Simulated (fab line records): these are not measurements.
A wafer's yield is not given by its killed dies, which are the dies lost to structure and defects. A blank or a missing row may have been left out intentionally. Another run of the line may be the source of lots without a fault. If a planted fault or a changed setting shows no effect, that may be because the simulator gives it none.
fab line records / flow sfq_line / part 2 of 2: steps 30 to 39 of 39
record lots=5 wafers=15 last_day=96
route steps=325 shown I2@110 M3@118 I3@133 M4@148
lots with no fault: from the same line, run without faults
start_h: the number of hours between the record's first day and the start of the first shown wafer of the lot / wait_h: hours elapsed since this lot's preceding step / " same as the row above / L1.1+2: a row that stands for several wafers / - no value present, or no start provided / * or withheld: withheld / < > ~ a bound
route shown NAME@n: names a module that has steps shown in the file, with the first one's number in the route / usual: mean/standard deviation taken from wafers without a fault / same: alike in all rows / chamber/n: place in a boat / sites: each site's reading / _std_site: the standard deviation of these / _edge_site: mean of outer sites minus mean of inner sites / radius_mm: how far each site lies from the wafer's centre / mask NAME#n: copy n / behind: the tool/chamber that last shaped the wafer / hold: why the lot was held/for how many hours/how that ended / device: names the non-switching transistor (n, p or np) / end of line: the route-end tests of the same wafers / step lacking rows: just its recipe / killed: dies lost to structure and defects at the first sort, not the wafer's yield / map: a wafer's dies, x killed, . not, _ none there
set.NAME: the setting that was run; set.NAME@STEP: the one run at that earlier step / model.NAME: the simulator's own value behind a step, which no gauge read
lots at some steps of the route; a table a step, a row a wafer
services: the hour from which a tool's chamber was out of use, counted from the record's first day as start_h (under 0 if before that day), plus the number of hours and why
## steps
# step SFQ_TRILAYER_I3_VIA_LITHO_EXPOSE_086
# recipe mask_id=I3 na=0.6 source_shape=conventional sigma_outer=0.65 target_cd_nm=500 dose_mj=21.3
lot.wafer=L076.2+3+4 tool=krf_scanner-02 chamber=0 start_h=1131.05 wait_h=- mask=I3#0
lot.wafer=L078.1+2+5 tool=krf_scanner-02 chamber=0 start_h=1152.30 wait_h=- mask=I3#0
lot.wafer=L080.2+4+5 tool=krf_scanner-01 chamber=0 start_h=1172.01 wait_h=- mask=I3#0
lot.wafer=L091.1+2+6 tool=krf_scanner-01 chamber=0 start_h=1426.07 wait_h=- mask=I3#0
lot.wafer=L094.1+2+6 tool=krf_scanner-01 chamber=0 start_h=1439.27 wait_h=- mask=I3#0
# step SFQ_TRILAYER_I3_VIA_LITHO_PEB_088
# recipe peb_temp_c=115 peb_time_s=60 resist=KrF
# usual heater_power_total_W=79.15/0.073
# same peb_time_s=60
lot.wafer=L076.2 tool=litho_track-03 chamber=0 start_h=1132.08 wait_h=0.8 heater_power_total_W=79.14
lot.wafer=L076.3 tool=litho_track-03 chamber=0 start_h=1132.08 wait_h=0.8 heater_power_total_W=79.19
lot.wafer=L076.4 tool=litho_track-03 chamber=0 start_h=1132.08 wait_h=0.8 heater_power_total_W=79.14
lot.wafer=L078.1 tool=litho_track-04 chamber=0 start_h=1153.50 wait_h=1.0 heater_power_total_W=79.17
lot.wafer=L078.2 tool=litho_track-04 chamber=0 start_h=1153.50 wait_h=1.0 heater_power_total_W=79.00
lot.wafer=L078.5 tool=litho_track-04 chamber=0 start_h=1153.50 wait_h=1.0 heater_power_total_W=79.09
lot.wafer=L080.2 tool=litho_track-02 chamber=0 start_h=1173.03 wait_h=0.8 heater_power_total_W=79.15
lot.wafer=L080.4 tool=litho_track-02 chamber=0 start_h=1173.03 wait_h=0.8 heater_power_total_W=79.06
lot.wafer=L080.5 tool=litho_track-02 chamber=0 start_h=1173.03 wait_h=0.8 heater_power_total_W=79.17
lot.wafer=L091.1 tool=litho_track-04 chamber=0 start_h=1427.27 wait_h=1.0 heater_power_total_W=79.05
lot.wafer=L091.2 tool=litho_track-04 chamber=0 start_h=1427.27 wait_h=1.0 heater_power_total_W=79.12
lot.wafer=L091.6 tool=litho_track-04 chamber=0 start_h=1427.27 wait_h=1.0 heater_power_total_W=79.26
lot.wafer=L094.1 tool=litho_track-03 chamber=0 start_h=1440.47 wait_h=1.0 heater_power_total_W=79.20
lot.wafer=L094.2 tool=litho_track-03 chamber=0 start_h=1440.47 wait_h=1.0 heater_power_total_W=79.19
lot.wafer=L094.6 tool=litho_track-03 chamber=0 start_h=1440.47 wait_h=1.0 heater_power_total_W=79.29
# step SFQ_TRILAYER_I3_VIA_LITHO_DEVELOP_087
# recipe time_s=60 resist=KrF
lot.wafer=L076.2+3+4 tool=litho_track-03 chamber=0 start_h=1132.23 wait_h=0.1
lot.wafer=L078.1+2+5 tool=litho_track-04 chamber=0 start_h=1153.65 wait_h=0.1
lot.wafer=L080.2+4+5 tool=litho_track-02 chamber=0 start_h=1173.18 wait_h=0.1
lot.wafer=L091.1+2+6 tool=litho_track-04 chamber=0 start_h=1427.42 wait_h=0.1
lot.wafer=L094.1+2+6 tool=litho_track-03 chamber=0 start_h=1440.62 wait_h=0.1
# step SFQ_I3_OVL_MEAS_923
# usual I3_OVL=0/4.8
lot.wafer=L076.2 tool=overlay-01 chamber=- start_h=1132.36 wait_h=0.1 I3_OVL[nm]=3
lot.wafer=L076.3 tool=overlay-01 chamber=- start_h=1132.36 wait_h=0.1 I3_OVL[nm]=-1
lot.wafer=L076.4 tool=overlay-01 chamber=- start_h=1132.36 wait_h=0.1 I3_OVL[nm]=-3
lot.wafer=L078.1 tool=overlay-01 chamber=- start_h=1153.80 wait_h=0.1 I3_OVL[nm]=2
lot.wafer=L078.2 tool=overlay-01 chamber=- start_h=1153.80 wait_h=0.1 I3_OVL[nm]=1
lot.wafer=L078.5 tool=overlay-01 chamber=- start_h=1153.80 wait_h=0.1 I3_OVL[nm]=2
lot.wafer=L080.2 tool=overlay-02 chamber=- start_h=1173.31 wait_h=0.1 I3_OVL[nm]=5
lot.wafer=L080.4 tool=overlay-02 chamber=- start_h=1173.31 wait_h=0.1 I3_OVL[nm]=7
lot.wafer=L080.5 tool=overlay-02 chamber=- start_h=1173.31 wait_h=0.1 I3_OVL[nm]=-4
lot.wafer=L091.1 tool=overlay-02 chamber=- start_h=1427.57 wait_h=0.1 I3_OVL[nm]=7
lot.wafer=L091.2 tool=overlay-02 chamber=- start_h=1427.57 wait_h=0.1 I3_OVL[nm]=5
lot.wafer=L091.6 tool=overlay-02 chamber=- start_h=1427.57 wait_h=0.1 I3_OVL[nm]=-4
lot.wafer=L094.1 tool=overlay-02 chamber=- start_h=1440.77 wait_h=0.1 I3_OVL[nm]=4
lot.wafer=L094.2 tool=overlay-02 chamber=- start_h=1440.77 wait_h=0.1 I3_OVL[nm]=5
lot.wafer=L094.6 tool=overlay-02 chamber=- start_h=1440.77 wait_h=0.1 I3_OVL[nm]=2
# step SFQ_TRILAYER_I3_VIA_BARC_OPEN_VIA_ETCH_121
# recipe mask_material=PR chemistry=O2 target_depth_nm=125 target=BARC source_w=500 bias_w=80 pressure_mtorr=31.19 time_s=41.7
# usual drypump_motor_current_A=5.8/0.62 oes_product_au=0.685/0.0051
lot.wafer=L076.2 tool=rie_diel-04 chamber=1 start_h=1132.39 wait_h=0.0 drypump_motor_current_A=5.4 oes_product_au=0.689 rf_hours_counter_h=17
lot.wafer=L076.3 tool=rie_diel-04 chamber=3 start_h=1132.39 wait_h=0.0 drypump_motor_current_A=4.7 oes_product_au=0.687 rf_hours_counter_h=4
lot.wafer=L076.4 tool=rie_diel-04 chamber=2 start_h=1132.39 wait_h=0.0 drypump_motor_current_A=6.4 oes_product_au=0.678 rf_hours_counter_h=6
lot.wafer=L078.1 tool=rie_diel-04 chamber=0 start_h=1153.84 wait_h=0.0 drypump_motor_current_A=5.7 oes_product_au=0.679 rf_hours_counter_h=11
lot.wafer=L078.2 tool=rie_diel-04 chamber=3 start_h=1153.84 wait_h=0.0 drypump_motor_current_A=4.7 oes_product_au=0.688 rf_hours_counter_h=4
lot.wafer=L078.5 tool=rie_diel-04 chamber=1 start_h=1153.84 wait_h=0.0 drypump_motor_current_A=5.4 oes_product_au=0.686 rf_hours_counter_h=-
lot.wafer=L080.2 tool=rie_diel-04 chamber=3 start_h=1173.34 wait_h=0.0 drypump_motor_current_A=4.7 oes_product_au=0.692 rf_hours_counter_h=4
lot.wafer=L080.4 tool=rie_diel-04 chamber=2 start_h=1173.34 wait_h=0.0 drypump_motor_current_A=6.4 oes_product_au=0.687 rf_hours_counter_h=6
lot.wafer=L080.5 tool=rie_diel-04 chamber=3 start_h=1173.34 wait_h=0.0 drypump_motor_current_A=4.7 oes_product_au=0.688 rf_hours_counter_h=-
lot.wafer=L091.1 tool=rie_diel-04 chamber=3 start_h=1427.61 wait_h=0.0 drypump_motor_current_A=4.7 oes_product_au=0.682 rf_hours_counter_h=7
lot.wafer=L091.2 tool=rie_diel-04 chamber=2 start_h=1427.61 wait_h=0.0 drypump_motor_current_A=6.4 oes_product_au=0.681 rf_hours_counter_h=9
lot.wafer=L091.6 tool=rie_diel-04 chamber=1 start_h=1427.61 wait_h=0.0 drypump_motor_current_A=5.4 oes_product_au=0.676 rf_hours_counter_h=-
lot.wafer=L094.1 tool=rie_diel-04 chamber=1 start_h=1440.81 wait_h=0.0 drypump_motor_current_A=5.4 oes_product_au=0.686 rf_hours_counter_h=3
lot.wafer=L094.2 tool=rie_diel-04 chamber=3 start_h=1440.81 wait_h=0.0 drypump_motor_current_A=4.7 oes_product_au=0.687 rf_hours_counter_h=7
lot.wafer=L094.6 tool=rie_diel-04 chamber=2 start_h=1440.81 wait_h=0.0 drypump_motor_current_A=6.4 oes_product_au=0.692 rf_hours_counter_h=-
# step SFQ_TRILAYER_I3_VIA_ETCH_VIA_ETCH_088
# recipe target=SiO2 stop_on=Nb mask_material=PR taper_deg=20 chemistry=CHF3 target_depth_nm=260 source_w=500 bias_w=80 pressure_mtorr=30 time_s=withheld
# usual drypump_motor_current_A=5.8/0.61 oes_product_au=0.855/0.0052
lot.wafer=L076.2 tool=rie_diel-04 chamber=1 start_h=1132.43 wait_h=0.0 drypump_motor_current_A=5.4 oes_product_au=0.854
lot.wafer=L076.3 tool=rie_diel-04 chamber=3 start_h=1132.43 wait_h=0.0 drypump_motor_current_A=4.7 oes_product_au=0.855
lot.wafer=L076.4 tool=rie_diel-04 chamber=2 start_h=1132.43 wait_h=0.0 drypump_motor_current_A=6.4 oes_product_au=0.858
lot.wafer=L078.1 tool=rie_diel-04 chamber=0 start_h=1153.88 wait_h=0.0 drypump_motor_current_A=5.7 oes_product_au=0.856
lot.wafer=L078.2 tool=rie_diel-04 chamber=3 start_h=1153.88 wait_h=0.0 drypump_motor_current_A=4.7 oes_product_au=0.857
lot.wafer=L078.5 tool=rie_diel-04 chamber=1 start_h=1153.88 wait_h=0.0 drypump_motor_current_A=5.4 oes_product_au=0.862
lot.wafer=L080.2 tool=rie_diel-04 chamber=3 start_h=1173.38 wait_h=0.0 drypump_motor_current_A=4.7 oes_product_au=0.859
lot.wafer=L080.4 tool=rie_diel-04 chamber=2 start_h=1173.38 wait_h=0.0 drypump_motor_current_A=6.4 oes_product_au=0.858
lot.wafer=L080.5 tool=rie_diel-04 chamber=3 start_h=1173.38 wait_h=0.0 drypump_motor_current_A=4.7 oes_product_au=0.853
lot.wafer=L091.1 tool=rie_diel-04 chamber=3 start_h=1427.65 wait_h=0.0 drypump_motor_current_A=4.7 oes_product_au=0.867
lot.wafer=L091.2 tool=rie_diel-04 chamber=2 start_h=1427.65 wait_h=0.0 drypump_motor_current_A=6.4 oes_product_au=0.853
lot.wafer=L091.6 tool=rie_diel-04 chamber=1 start_h=1427.65 wait_h=0.0 drypump_motor_current_A=5.4 oes_product_au=0.858
lot.wafer=L094.1 tool=rie_diel-04 chamber=1 start_h=1440.85 wait_h=0.0 drypump_motor_current_A=5.4 oes_product_au=0.844
lot.wafer=L094.2 tool=rie_diel-04 chamber=3 start_h=1440.85 wait_h=0.0 drypump_motor_current_A=4.7 oes_product_au=0.858
lot.wafer=L094.6 tool=rie_diel-04 chamber=2 start_h=1440.85 wait_h=0.0 drypump_motor_current_A=6.4 oes_product_au=0.859
# step SFQ_TRILAYER_I3_VIA_STRIP_STRIP_089
# recipe gas=O2 power_w=200 platen_temp_c=40 overash_fraction=0.65 chemistry=O2 pressure_mtorr=50
# usual drypump_motor_current_A=5.6/0.42 oes_product_au=0.999/0.0079
lot.wafer=L076.2 tool=rie_metal-01 chamber=0 start_h=1132.54 wait_h=- drypump_motor_current_A=5.9 oes_product_au=0.991 rf_hours_counter_h=10
lot.wafer=L076.3 tool=rie_metal-01 chamber=0 start_h=1132.54 wait_h=- drypump_motor_current_A=5.9 oes_product_au=0.993 rf_hours_counter_h=-
lot.wafer=L076.4 tool=rie_metal-01 chamber=1 start_h=1132.54 wait_h=- drypump_motor_current_A=5.4 oes_product_au=0.990 rf_hours_counter_h=-
lot.wafer=L078.1 tool=rie_metal-02 chamber=0 start_h=1153.99 wait_h=- drypump_motor_current_A=6.1 oes_product_au=1.003 rf_hours_counter_h=19
lot.wafer=L078.2 tool=rie_metal-02 chamber=0 start_h=1153.99 wait_h=- drypump_motor_current_A=6.1 oes_product_au=1.010 rf_hours_counter_h=-
lot.wafer=L078.5 tool=rie_metal-02 chamber=0 start_h=1153.99 wait_h=- drypump_motor_current_A=6.0 oes_product_au=1.006 rf_hours_counter_h=-
lot.wafer=L080.2 tool=rie_metal-03 chamber=0 start_h=1173.49 wait_h=- drypump_motor_current_A=5.5 oes_product_au=0.994 rf_hours_counter_h=75
lot.wafer=L080.4 tool=rie_metal-03 chamber=1 start_h=1173.49 wait_h=- drypump_motor_current_A=4.9 oes_product_au=0.998 rf_hours_counter_h=-
lot.wafer=L080.5 tool=rie_metal-03 chamber=0 start_h=1173.49 wait_h=- drypump_motor_current_A=5.6 oes_product_au=1.000 rf_hours_counter_h=-
lot.wafer=L091.1 tool=rie_metal-02 chamber=0 start_h=1427.76 wait_h=- drypump_motor_current_A=6.1 oes_product_au=1.000 rf_hours_counter_h=55
lot.wafer=L091.2 tool=rie_metal-02 chamber=1 start_h=1427.76 wait_h=- drypump_motor_current_A=6.3 oes_product_au=1.007 rf_hours_counter_h=32
lot.wafer=L091.6 tool=rie_metal-02 chamber=1 start_h=1427.76 wait_h=- drypump_motor_current_A=6.3 oes_product_au=1.003 rf_hours_counter_h=-
lot.wafer=L094.1 tool=rie_metal-01 chamber=1 start_h=1440.96 wait_h=- drypump_motor_current_A=5.3 oes_product_au=0.992 rf_hours_counter_h=25
lot.wafer=L094.2 tool=rie_metal-01 chamber=0 start_h=1440.96 wait_h=- drypump_motor_current_A=5.8 oes_product_au=0.994 rf_hours_counter_h=50
lot.wafer=L094.6 tool=rie_metal-01 chamber=0 start_h=1440.96 wait_h=- drypump_motor_current_A=5.9 oes_product_au=0.992 rf_hours_counter_h=-
# step SFQ_TRILAYER_I3_VIA_STRIP_SOLV_CLEAN_090
# recipe chemistry=NMP temp_c=70 time_s=600
lot.wafer=L076.2+3+4 tool=wet_bench-03 chamber=7,4,3 start_h=1133.14 wait_h=0.4
lot.wafer=L078.1+2+5 tool=wet_bench-04 chamber=0,3,2 start_h=1155.19 wait_h=1.0
lot.wafer=L080.2+4+5 tool=wet_bench-03 chamber=0,3,1 start_h=1174.09 wait_h=0.4
lot.wafer=L091.1+2+6 tool=wet_bench-04 chamber=2,7,6 start_h=1428.36 wait_h=0.4
lot.wafer=L094.1+2+6 tool=wet_bench-02 chamber=6,2,3 start_h=1441.56 wait_h=0.4
# step SFQ_TRILAYER_M4_DEP_PRE_CLEAN_092
# recipe gas=Ar time_s=22.5 bias_v=250
lot.wafer=L076.2+3+4 tool=pvd_sputter-05 chamber=- start_h=1133.32 wait_h=0.0
lot.wafer=L078.1+2+5 tool=pvd_sputter-05 chamber=- start_h=1155.37 wait_h=0.0
lot.wafer=L080.2+4+5 tool=pvd_sputter-05 chamber=- start_h=1174.27 wait_h=0.0
lot.wafer=L091.1+2+6 tool=pvd_sputter-05 chamber=- start_h=1428.53 wait_h=0.0
lot.wafer=L094.1+2+6 tool=pvd_sputter-05 chamber=- start_h=1441.73 wait_h=0.0
# step SFQ_TRILAYER_M4_DEP_SPUTTER_091
# recipe material=Nb base_pressure_pa=1.33e-06 chamber_pressure_pa=0.1333 substrate_temp_c=20 resputter_cathode_voltage_v=400 target_thk_nm=200 power_w=2000 time_s=133.3
# usual resputter_cathode_voltage_v=400/3.8 throttle_valve_pct=29.7/1.1
lot.wafer=L076.2 tool=pvd_sputter-05 chamber=- start_h=1133.35 wait_h=0.0 resputter_cathode_voltage_v=403 throttle_valve_pct=31.1
lot.wafer=L076.3 tool=pvd_sputter-05 chamber=- start_h=1133.35 wait_h=0.0 resputter_cathode_voltage_v=402 throttle_valve_pct=30.0
lot.wafer=L076.4 tool=pvd_sputter-05 chamber=- start_h=1133.35 wait_h=0.0 resputter_cathode_voltage_v=397 throttle_valve_pct=30.8
lot.wafer=L078.1 tool=pvd_sputter-05 chamber=- start_h=1155.40 wait_h=0.0 resputter_cathode_voltage_v=402 throttle_valve_pct=30.6
lot.wafer=L078.2 tool=pvd_sputter-05 chamber=- start_h=1155.40 wait_h=0.0 resputter_cathode_voltage_v=401 throttle_valve_pct=29.6
lot.wafer=L078.5 tool=pvd_sputter-05 chamber=- start_h=1155.40 wait_h=0.0 resputter_cathode_voltage_v=395 throttle_valve_pct=30.7
lot.wafer=L080.2 tool=pvd_sputter-05 chamber=- start_h=1174.30 wait_h=0.0 resputter_cathode_voltage_v=396 throttle_valve_pct=31.3
lot.wafer=L080.4 tool=pvd_sputter-05 chamber=- start_h=1174.30 wait_h=0.0 resputter_cathode_voltage_v=391 throttle_valve_pct=30.1
lot.wafer=L080.5 tool=pvd_sputter-05 chamber=- start_h=1174.30 wait_h=0.0 resputter_cathode_voltage_v=400 throttle_valve_pct=31.5
lot.wafer=L091.1 tool=pvd_sputter-05 chamber=- start_h=1428.56 wait_h=0.0 resputter_cathode_voltage_v=401 throttle_valve_pct=29.4
lot.wafer=L091.2 tool=pvd_sputter-05 chamber=- start_h=1428.56 wait_h=0.0 resputter_cathode_voltage_v=400 throttle_valve_pct=31.1
lot.wafer=L091.6 tool=pvd_sputter-05 chamber=- start_h=1428.56 wait_h=0.0 resputter_cathode_voltage_v=401 throttle_valve_pct=29.6
lot.wafer=L094.1 tool=pvd_sputter-05 chamber=- start_h=1441.76 wait_h=0.0 resputter_cathode_voltage_v=392 throttle_valve_pct=30.2
lot.wafer=L094.2 tool=pvd_sputter-05 chamber=- start_h=1441.76 wait_h=0.0 resputter_cathode_voltage_v=396 throttle_valve_pct=29.4
lot.wafer=L094.6 tool=pvd_sputter-05 chamber=- start_h=1441.76 wait_h=0.0 resputter_cathode_voltage_v=392 throttle_valve_pct=30.3
## services
tool=krf_scanner-01 chamber=- start_h=933.30 hours=1.0 kind=pm
tool=krf_scanner-01 chamber=- start_h=953.55 hours=3.6 kind=repair
tool=krf_scanner-01 chamber=- start_h=963.46 hours=0.5 kind=repair
tool=krf_scanner-01 chamber=- start_h=983.81 hours=4.0 kind=repair
tool=krf_scanner-01 chamber=- start_h=995.01 hours=0.8 kind=pm
tool=rie_metal-01 chamber=- start_h=1033.21 hours=7.0 kind=repair
tool=rie_diel-04 chamber=2 start_h=1062.87 hours=2.8 kind=repair
tool=krf_scanner-01 chamber=- start_h=1071.01 hours=1.3 kind=pm
tool=rie_metal-01 chamber=- start_h=1071.12 hours=0.8 kind=repair
tool=krf_scanner-01 chamber=- start_h=1079.67 hours=2.5 kind=repair
tool=krf_scanner-01 chamber=- start_h=1101.71 hours=1.0 kind=pm
tool=rie_metal-01 chamber=1 start_h=1138.92 hours=8.7 kind=repair
tool=rie_metal-01 chamber=- start_h=1163.17 hours=0.1 kind=repair
tool=krf_scanner-01 chamber=- start_h=1163.80 hours=0.8 kind=pm
tool=krf_scanner-01 chamber=- start_h=1175.14 hours=0.4 kind=repair
tool=krf_scanner-01 chamber=- start_h=1246.85 hours=1.3 kind=pm
tool=krf_scanner-01 chamber=- start_h=1271.10 hours=1.0 kind=pm
tool=pvd_sputter-05 chamber=- start_h=1278.49 hours=1.9 kind=repair
tool=rie_diel-04 chamber=2 start_h=1294.29 hours=6.7 kind=repair
tool=krf_scanner-01 chamber=- start_h=1332.22 hours=0.8 kind=pm
tool=rie_diel-04 chamber=- start_h=1334.90 hours=2.8 kind=pm
tool=krf_scanner-01 chamber=- start_h=1361.69 hours=2.5 kind=repair
tool=krf_scanner-01 chamber=- start_h=1371.86 hours=3.6 kind=pm
tool=krf_scanner-01 chamber=- start_h=1381.35 hours=0.9 kind=repair
